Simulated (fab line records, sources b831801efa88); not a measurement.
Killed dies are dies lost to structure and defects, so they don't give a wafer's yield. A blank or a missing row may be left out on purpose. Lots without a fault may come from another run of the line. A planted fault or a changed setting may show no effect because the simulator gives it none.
One fault seen from 2 desks | flow gf180mcu | each desk has only its own numbers; what lay behind them comes last

THE TOOL OWNER'S DESK: plasma_asher-03
The tool's own readings at GF_HV_LDD_STRIP_49 (strips in O2/N2): means of the sampled wafers that have a number, for each lot that ran on this tool. A lot is out of limits, marked OUT, if its mean lies more than 4 standard deviations from the usual mean; the brackets give that distance.
Columns: A = chamber_pressure_mTorr at GF_HV_LDD_STRIP_49, usual 1499.9 mTorr; B = drypump_motor_current_A at GF_HV_LDD_STRIP_49, usual 6.2 A; C = heater_power_w at GF_HV_LDD_STRIP_49, usual 331 W; D = oes_product_au at GF_HV_LDD_STRIP_49, usual 0.715 a.u.; E = strip_time_to_endpoint_s at GF_HV_LDD_STRIP_49, usual 12.62 s
lot  | first seen here | A      | B   | C   | D               | E
L447 | day 13 01:40    | 1500.5 | 5.8 | 357 | 0.714           | 12.70
L454 | day 15 07:02    | 1499.9 | 5.9 | 336 | 0.717           | 12.58
L457 | day 16 11:26    | 1500.3 | 5.8 | 369 | 0.911 (+41) OUT | -
L462 | day 18 20:59    | 1500.4 | 5.9 | 350 | 0.724           | 12.58
L464 | day 19 07:26    | 1500.5 | 5.9 | 353 | 0.714           | 12.63
L468 | day 20 06:07    | 1500.4 | 5.9 | 338 | 0.712           | 12.62
L467 | day 20 08:14    | 1499.5 | 5.9 | 323 | 0.715           | 12.65
This desk's finding: out of limits on L457; first on L457, day 16 11:26 (oes_product_au at GF_HV_LDD_STRIP_49). In limits: L447, L454, L462, L464, L468, L467.

THE METROLOGY DESK
What the gauges read, lot by lot, whatever tool the lot ran on: means of the sampled wafers that have a number. A lot is out of limits, marked OUT, if its mean lies more than 4 standard deviations from the usual mean; the brackets give that distance.
Columns: A = MVPSD_RS at GF_VT_IMPLANT_RS_MEAS_49, usual 1168 ohm/sq; B = HV_LDD_01_OVL at GF_HV_LDD_OVL_MEAS_20, usual -1.0 nm
lot  | first seen here | A    | B
L445 | day 7 15:17     | 1175 | -0.0
L447 | day 8 03:41     | 1167 | 1.7
L448 | day 8 09:39     | 1170 | 0.1
L449 | day 8 16:41     | 1168 | -1.0
L453 | day 9 16:56     | 1172 | 0.4
L454 | day 9 23:49     | 1169 | -1.8
L457 | day 10 21:34    | 1162 | -1.6
L460 | day 11 20:13    | 1167 | -0.6
L462 | day 13 01:02    | 1168 | -0.2
L464 | day 13 08:37    | 1166 | -1.2
L466 | day 13 20:11    | 1172 | -1.8
L468 | day 14 03:11    | 1167 | -3.4
L467 | day 14 05:02    | 1166 | -2.6
This desk's finding: nothing out of limits on any of the 13 lots.

PUT TOGETHER
The tool owner's desk could have raised an alarm at day 16 11:26, on L457.
The metrology desk saw nothing out of limits.
The metrology desk has L457 on record, within its limits.
Of the lots named, all ran GF_HV_LDD_STRIP_49 on plasma_asher-03.

WHAT THE SIMULATOR HAD PUT IN
Strip aborted: plasma_asher-03, from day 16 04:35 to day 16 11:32, at GF_HV_LDD_STRIP_49. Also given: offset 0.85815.
Lots struck among those shown: L457.
Hours from the fault's start to each desk's first reading out of limits: the tool owner's desk, 7.
